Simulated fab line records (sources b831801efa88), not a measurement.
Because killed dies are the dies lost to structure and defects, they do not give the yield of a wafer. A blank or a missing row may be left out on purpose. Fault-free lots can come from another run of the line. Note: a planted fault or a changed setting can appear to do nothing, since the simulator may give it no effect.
8D (eight disciplines) problem report, filled in by code || flow gf180mcu || the parts of the form that need people (team, actions taken, sign-off) are left out

## 1. THE ISSUE
stripTimeToEndpointS at GF_STI_STRIP_15 reads a mean of 3.33 s on 1 wafer of 1 lot; wafers without a fault read 3.74 s with a standard deviation of 0.054. Relative to the usual mean, that is a shift of -7.6 standard deviations.
The step: strips in O2/N2.
First observed at day 4 20:08: wafer L964.3, on plasmaAsher-04. The record has a number at this step for 36 wafers belonging to 12 lots. Rule for "out", or "out of limits": more than 4 standard deviations from the usual mean. The other wafers with a number count as sound.

## 2. WHAT THIS IS AND IS NOT
{"question": "which readings at this step", "is": "stripTimeToEndpointS", "is not": "drypumpMotorCurrentA, heaterPowerW"}
{"question": "which lots", "is": "L964", "is not": "L951, L953, L954, L955, L956, L957, L966, L967, L971, L972, L973"}
{"question": "which wafers of those lots", "is": "L964.3", "is not": "L964.1, L964.4"}
{"question": "read on which tools", "is": "plasmaAsher-04", "is not": "plasmaAsher-01, plasmaAsher-03"}
{"question": "when", "is": "from day 4 20:08", "is not": "up to then (20 sound wafers); but 15 sound wafers of L966, L967, L971, L972, L973 came after"}

## 3. WHAT RULES OUT EACH SUSPECT
Counting: any tool at a process step up to the reading remains a suspect provided it ran every lot that is out. Sound lots after the first of them don't rule it out here, since some wafers of a struck lot are sound.
- lithoTrack-04 at GF_STI_PEB_10 (peb time 91.24 s): kept. The lot that is out, L964, ran on it at day 4 19:59; the last sound lot it ran before that was L951, at day 2 01:44. GF_STI_PEB_10: start missing for some lots; hours and lot order therefore follow GF_STI_ETCH_13.
- rieDiel-02 at GF_STI_ETCH_13 (etches the open film in CHF3/O2, stops on Si, target depth 282.31 nm, time 112.9 s): kept. The lot that is out, L964, ran on it at day 4 19:59; the last sound lot it ran before that was L957, at day 3 07:14.
- plasmaAsher-04 at GF_STI_STRIP_15 (strips in O2/N2): kept. The lot that is out, L964, ran on it at day 4 20:08; the last sound lot it ran before that was L957, at day 3 07:24. Its own stripTimeToEndpointS readings are out on those wafers.
- At GF_STI_ETCH_13, inside rieDiel-02: chamber 0 took the wafers that are out, while their sound lot-mates went through chambers 2, 3.
Still standing after the count: lithoTrack-04 at GF_STI_PEB_10, rieDiel-02 at GF_STI_ETCH_13, plasmaAsher-04 at GF_STI_STRIP_15.

## 4. THE CAUSE (what the simulator had put in)
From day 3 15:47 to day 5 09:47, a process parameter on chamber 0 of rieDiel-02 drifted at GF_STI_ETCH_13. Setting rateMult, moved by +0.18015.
After counting, 3 suspects remain, this tool included.

## 5. SEQUENCE OF EFFECTS, ordered by route
Each row: a reading whose mean over the struck wafers that have a number lies more than 3 standard deviations from the usual. Readings are gone through only where the record gives a usual standard deviation; hours: the median, over the lots, of the time from a lot's start at the first step in this table giving one to that lot's start at this step; sigmas: the change measured in usual standard deviations.
{"hours": 0, "step": "GF_STI_STRIP_15", "reading": "oesProductAu", "usual": "0.384 a.u.", "on struck wafers": 0.365, "change": -0.019, "sigmas": -3.7}
{"hours": 0, "step": "GF_STI_STRIP_15", "reading": "stripTimeToEndpointS", "usual": "3.74 s", "on struck wafers": 3.33, "change": -0.41, "sigmas": -7.6}
Process steps it contains:
- GF_STI_STRIP_15: strips in O2/N2.
Later steps that measure or inspect, where all struck wafers having a row at the step show a number for every such reading and not one has moved that far: GF_DNWELL_TW_MEAS_09, GF_MVPSD_TW_MEAS_11.

## 6. WHAT WOULD HAVE CAUGHT IT SOONER
The fault began at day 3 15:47; the first out-of-limits reading in this record came at day 4 20:08, 28 hours later.
Of the tool readings at GF_STI_ETCH_13 for which the record gives a usual standard deviation, none was out on any struck wafer, so an alarm limit of 4 standard deviations on them would not have fired.
By day 4 20:08, every lot that is out (1) had started GF_STI_ETCH_13 on rieDiel-02. Tool hold at that time: it would have spared none of them.
